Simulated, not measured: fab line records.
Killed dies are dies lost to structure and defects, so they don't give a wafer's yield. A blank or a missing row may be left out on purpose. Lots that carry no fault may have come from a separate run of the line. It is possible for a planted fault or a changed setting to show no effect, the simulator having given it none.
Comparing a struck lot with a sound one || flow sky130 || 15 steps out of a route of 708
Sound: these wafers, L963.1, L963.4, L963.5. Wafers L958.2, L958.3, L958.5 were the ones struck. Last of all comes the cause.
Order at every step that has rows: each side's tool, ch and its chambers, its first start. Under that, the readings that differ: sound wafers || struck wafers || difference of the means || sigmas: that difference in standard deviations of wafers without a fault.
alike: same words and numbers on both sides, and readings whose means sit less than 2 such deviations apart. not compared: any withheld reading, any reading some wafer has no value for, any bound like >300 that may hide the same value, and any number with overlapping values for which the record gives no deviation.
The two part at a step that has a row with sigmas, a row that says differs or no value, or rows on one side only. When numbers do not overlap yet have no deviation, they are printed without sigmas and do not part them. Lack of a reading on every wafer of one side parts them only where that side has two or more wafers.

first, 7 steps without rows for these wafers: SKY_CONTACT_HMDS_07 (prime time 60 s); SKY_CONTACT_COAT_08 (resist thk 60 nm); SKY_CONTACT_COAT_09 (resist thk 450 nm); SKY_CONTACT_SOFTBAKE_10 (time 90 s); SKY_CONTACT_EXPOSE_11 (exposes mask CTM1, target cd 170 nm); SKY_CONTACT_PEB_12; SKY_CONTACT_DEVELOP_13 (develop time 60 s).
SKY_CONTACT_CD_MEAS_14 targets a cd of 170 nm.
  struck on cd-sem-01, day 35 21:01; sound on cd-sem-01, day 37 02:19
{"reading": "cd-nm (nm)", "sound": "173.7 173.9 172.4", "struck": "168.0 168.9 168.7", "difference": -4.8, "sigmas": -3}
SKY_CONTACT_OVL_MEAS_15:
  struck on overlay-02, day 35 21:08; sound on overlay-02, day 37 02:26
  alike: CONTACT_OVL
SKY_CONTACT_ETCH_16: etches BARC in N2/H2, stops on SiO2, time 45.9 s, target depth 60 nm.
  sound on rie-diel-04 ch 0,1, day 37 02:28; struck on rie-diel-02 ch 2,3, day 35 21:10
  alike: drypump-motor-current-A, oes-product-au, throttle-valve-pct
  not compared: rf-hours-counter-h
SKY_CONTACT_ETCH_17: etches SiO2 in C4F8/O2/Ar, stops on Si3N4, target depth 340 nm.
  sound on rie-diel-04 ch 0,1, day 37 02:31; struck on rie-diel-02 ch 2,3, day 35 21:12
  alike: oes-product-au
SKY_CONTACT_ETCH_18: etches Si3N4 in CHF3/O2, stops on TiN, time 39 s, target depth 75 nm.
  sound on rie-diel-04 ch 0,1; struck on rie-diel-02 ch 2,3
  alike: drypump-motor-current-A, oes-product-au, throttle-valve-pct
  not compared: rf-hours-counter-h
SKY_CONTACT_STRIP_19: strips in O2/N2.
  sound on plasma-asher-04 ch 0,1, day 37 02:36; struck on plasma-asher-03 ch 0,1, day 35 21:17
  no value came back on the struck wafers for chamber-pressure-mTorr (mTorr), drypump-motor-current-A (A), oes-product-au (a.u.), strip-time-to-endpoint-s (s); on the sound wafers chamber-pressure-mTorr (mTorr) reads 1502.8 1499.9 1496.4
{"reading": "model.KrF-thick_of_CONTACT_COAT_09.thk-nm (nm)", "sound": "0 0 0", "struck": "245.5 240.6 242.6", "difference": "+242.9", "sigmas": ""}
  not compared: rf-hours-counter-h
then, 1 step without rows for these wafers: SKY_CONTACT_STRIP_20 (strips in post etch residue remover, time 1200 s).
-- the record jumps here: 13 days lie between the struck wafers' starts before and after (it left off in module CONTACT and takes up again in module PAD_OPEN, whose first step shown is number 708 of the route) --
SKY_PAD_OPEN_PROBE_99:
  record: rows for the struck wafers here (prober-01, day 49 05:34), none for the sound ones

== WHERE THEY PART ==
Earliest at SKY_CONTACT_CD_MEAS_14; latest, in this record, at SKY_PAD_OPEN_PROBE_99.

WHY: what had been put in by the simulator
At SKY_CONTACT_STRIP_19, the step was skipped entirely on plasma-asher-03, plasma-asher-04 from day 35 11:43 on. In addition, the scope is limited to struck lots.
